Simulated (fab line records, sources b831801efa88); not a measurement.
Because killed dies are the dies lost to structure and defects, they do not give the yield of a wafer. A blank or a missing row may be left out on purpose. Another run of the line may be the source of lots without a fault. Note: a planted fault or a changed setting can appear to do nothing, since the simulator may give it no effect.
Which tool is to blame? | flow sky130 | 6 lots, 18 wafers sampled, at 1 step of a route of 708

## WHAT THE GAUGES SHOWED, per wafer
SKY_LOCAL_INTERCONNECT_CD_MEAS_11: the cd target is 170 nm.
lot  | measured     | on       | cdNm (nm)
L947 | day 30 23:06 | cdSem-02 | 168.3 169.9 169.0
L949 | day 31 16:06 | cdSem-02 | 166.8 165.8 167.8
L958 | day 34 16:54 | cdSem-01 | 171.9 172.0 170.7
L960 | day 35 05:05 | cdSem-01 | 170.9 172.2 172.1
L963 | day 35 22:46 | cdSem-01 | 173.6 172.9 172.7
L966 | day 36 22:50 | cdSem-02 | 168.5 166.8 166.2

## WHICH TOOL RAN EACH LOT (tool, then ch and the chambers of the sampled wafers, then the start)
The record holds no process step before these readings.

## THE ANSWER, worked out from the rows above alone
Rule: the usual values come from the lots themselves. Put in order of their means at a reading, lots are off if they are a third of the lots or fewer, leave a main group of 4 or more, and stand apart from it by a gap of 3 or more times the standard deviation of the main group's means; of several such gaps the widest counts. A main group is skipped when, at the precision printed for the reading in the tables above, its means are all equal. Also off: a lot with no number at a reading for which 4 or more lots have one. Any other lot the step has rows for is counted as sound.
None of the lots is off at any reading shown; this tells nothing.

## WHAT THE SIMULATOR HAD INSERTED
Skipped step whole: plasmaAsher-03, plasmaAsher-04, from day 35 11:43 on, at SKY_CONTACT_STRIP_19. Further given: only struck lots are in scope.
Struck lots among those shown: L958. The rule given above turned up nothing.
